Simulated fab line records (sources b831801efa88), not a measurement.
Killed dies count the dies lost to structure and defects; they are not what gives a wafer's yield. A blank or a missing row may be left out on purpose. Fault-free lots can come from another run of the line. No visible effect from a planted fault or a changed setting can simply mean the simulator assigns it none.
Comparing a struck lot with a sound one    flow sky130    26 steps out of a route of 708
Sound: wafers L341.1, L341.3, L341.5. Struck: wafer L353.4 (left out: L353.6, a lot-mate that was not struck); the cause follows at the end.
Order at every step that has rows: each side's tool, ch and its chambers, its first start. Under that, the readings that differ: sound wafers    struck wafers    difference of the means    sigmas: that difference in standard deviations of wafers without a fault.
alike: readings with means less than 2 such deviations apart, plus words and numbers identical on both sides. not compared: withheld readings, readings lacking a value on some wafer, bounds such as >300 that could conceal the same value, and numbers that have no deviation in the record and whose values overlap.
The two part at a step that has a row with sigmas, a row that says differs or no value, or rows on one side only. Numbers that have no deviation but don't overlap get no sigmas and don't part them. Lack of a reading on every wafer of one side parts them only where that side has two or more wafers.

first, 8 steps without rows for these wafers: SKY_FIELD_ISO_DEHYDRATE_05 (time 60 s); SKY_FIELD_ISO_HMDS_06 (prime time 60 s); SKY_FIELD_ISO_COAT_07 (resist thk 60 nm); SKY_FIELD_ISO_COAT_08 (resist thk 450 nm); SKY_FIELD_ISO_SOFTBAKE_09 (time 90 s); SKY_FIELD_ISO_EXPOSE_10 (exposes mask FOM, target cd 150 nm); SKY_FIELD_ISO_PEB_11; SKY_FIELD_ISO_DEVELOP_12 (develop time 60 s).
SKY_FIELD_ISO_CD_MEAS_13: target cd 150 nm.
  sound on cd_sem-02 at day 3 07:33; struck on cd_sem-02 at day 5 23:20
  alike: cd_nm
SKY_FIELD_ISO_ETCH_14: etches BARC in N2/H2, stops on SiO2, time 45.9 s, target depth 60 nm.
  sound on rie_diel-03 ch 0,3, day 3 07:40; struck on rie_diel-03 ch 1, day 5 23:23
reading                      sound        struck  difference  sigmas
drypump_motor_current_A (A)  5.4 5.3 5.4  6.4     +1.0        +2
  alike: oes_product_au, throttle_valve_pct
  not compared: rf_hours_counter_h
SKY_FIELD_ISO_ETCH_15: etches the open film in CHF3/O2, stops on Si, target depth 180 nm, time 72 s.
  sound on rie_diel-03 ch 0,3, day 3 07:43; struck on rie_diel-03 ch 1, day 5 23:26
reading                      sound        struck  difference  sigmas
drypump_motor_current_A (A)  5.3 5.2 5.4  6.4     +1.1        +2
  alike: oes_product_au, throttle_valve_pct
  not compared: rf_hours_counter_h
SKY_FIELD_ISO_STRIP_16: strips in O2/N2.
  sound on plasma_asher-04 ch 1, day 3 07:46; struck on plasma_asher-03 ch 1, day 5 23:31
  alike: drypump_motor_current_A, oes_product_au, strip_time_to_endpoint_s
  not compared: rf_hours_counter_h
SKY_FIELD_ISO_ETCH_17: etches Si in HBr/Cl2/O2, target depth 342 nm, time 97.7 s.
  sound on rie_si-02 ch 0,1, day 3 07:52; struck on rie_si-01 ch 0, day 5 23:35
reading                                      sound                 struck  difference  sigmas
drypump_motor_current_A (A)                  6.4 6.1 6.4           5.1     -1.2        -2
oes_product_au (a.u.)                        1.004 1.008 1.007     0.831   -0.175      -24
throttle_valve_pct (%)                       25.643 25.650 25.643  25.765  +0.120      +11
model.etch.depth_nm (nm)                     345 343.5 344.8       251.1   -93.3       
model.FIELD_ISO.feature_depth_nm (nm)        345 343.5 344.8       251.1   -93.3       
model.Si3N4_of_FIELD_ISO_CVD_03.thk_nm (nm)  151 151.4 151         150.9   -0.2        
  not compared: rf_hours_counter_h
then, 5 steps without rows for these wafers: SKY_FIELD_ISO_WET_ETCH_18 (etches Si3N4 in H3PO4, target depth 25 nm, time 286 s); SKY_FIELD_ISO_CLEAN_19 (cleans in SC1/SC2, time 150 s); SKY_FIELD_ISO_CLEAN_20 (cleans in dHF, time 20 s); SKY_FIELD_ISO_WET_ETCH_21 (etches SiO2 in dHF, target depth 20 nm, time 400 s); SKY_FIELD_ISO_OXIDATION_22 (stabilise 600 s, purge 300 s, target thk 10 nm).
SKY_FIELD_ISO_THK_MEAS_23:
  sound on film_metro-01 at day 3 10:20; struck on film_metro-02 at day 6 01:08
reading                          sound            struck  difference  sigmas
FIELD_ISO_OXIDATION_01_THK (nm)  10.16 9.99 9.75  9.46    -0.51       -3
then, 1 step without rows for these wafers: SKY_FIELD_ISO_CVD_24 (deposits SiO2, target thk 595 nm, time 99.2 s).
SKY_FIELD_ISO_THK_MEAS_25:
  sound on film_metro-01 at day 3 10:28; struck on film_metro-03 at day 6 01:16
  alike: FIELD_ISO_CVD_24_THK
then, 1 step without rows for these wafers: SKY_FIELD_ISO_ANNEAL_26 (time 1800 s).
SKY_FIELD_ISO_CMP_27: polishes, stops on Si3N4, t overpolish 16 s, target thk 457.8 nm.
  sound on cmp-01 ch 0,1,3, day 3 12:04; struck on cmp-02 ch 3, day 6 05:49
  alike: motor_current_A, overpolish_run_s, slurry_flow_ml_min, time_to_endpoint_s
SKY_FIELD_ISO_WET_ETCH_28: etches SiO2 in dHF, target depth 23.7 nm, time 47 s.
  sound on wet_bench-01 ch 2, day 3 12:19; struck on wet_bench-01 ch 2, day 6 06:07
reading                                      sound              struck  difference  sigmas
model.Si3N4_of_FIELD_ISO_CVD_03.thk_nm (nm)  119.4 119.9 119.5  119.3   -0.3        
then, 1 step without rows for these wafers: SKY_FIELD_ISO_WET_ETCH_29 (etches Si3N4 in H3PO4, target depth 160 nm, time 1825 s).
-- record jumps: 44 days separate the struck wafers' starts on either side; left off in module FIELD_ISO, taken up again in module PAD_OPEN, whose first shown step is the route's number 708 --
SKY_PAD_OPEN_PROBE_99:
  sound on prober-01 at day 47 08:02; struck on prober-02 at day 50 06:49
reading                                  sound                          struck     difference  sigmas
model.etest.res_p_drift_20v.line_ohm_um  1.105e+04 1.087e+04 1.096e+04  7792       -3168       
model.etest.pfet_16v.r_on_ohm_um         1.543e+04 1.526e+04 1.534e+04  1.273e+04  -2.613e+03  
model.etest.res_p_drift_20v.rs_ohm_sq    9186 9135 9176                 6638       -2528       
model.etest.res_iso_pwell.rs_ohm_sq      2995 2984 3003                 2041       -953        
model.etest.res_iso_pwell.line_ohm_um    1135 1109 1134                 767.5      -358.5      
model.etest.res_nwell.line_ohm_um        1222 1208 1220                 911.2      -305.5      
model.etest.res_nwell.rs_ohm_sq          1009 999.5 1007                753.5      -251.7      
model.etest.cap_poly_to_well.c_af_um2    91.59 91.04 89.12              118.5      +27.9       
  alike: killed_at_M0_to_M3, killed_at_M4_up, killed_at_contacts, killed_at_front_end, killed_at_other, killed_dies, killed_open, killed_short

== WHERE THEY PART ==
At SKY_FIELD_ISO_ETCH_14 first; at SKY_FIELD_ISO_THK_MEAS_23 last (within this record only). Later steps at which nothing parts them and some readings are alike: SKY_FIELD_ISO_THK_MEAS_25, SKY_FIELD_ISO_CMP_27, SKY_PAD_OPEN_PROBE_99.

WHY: whatever the simulator had introduced
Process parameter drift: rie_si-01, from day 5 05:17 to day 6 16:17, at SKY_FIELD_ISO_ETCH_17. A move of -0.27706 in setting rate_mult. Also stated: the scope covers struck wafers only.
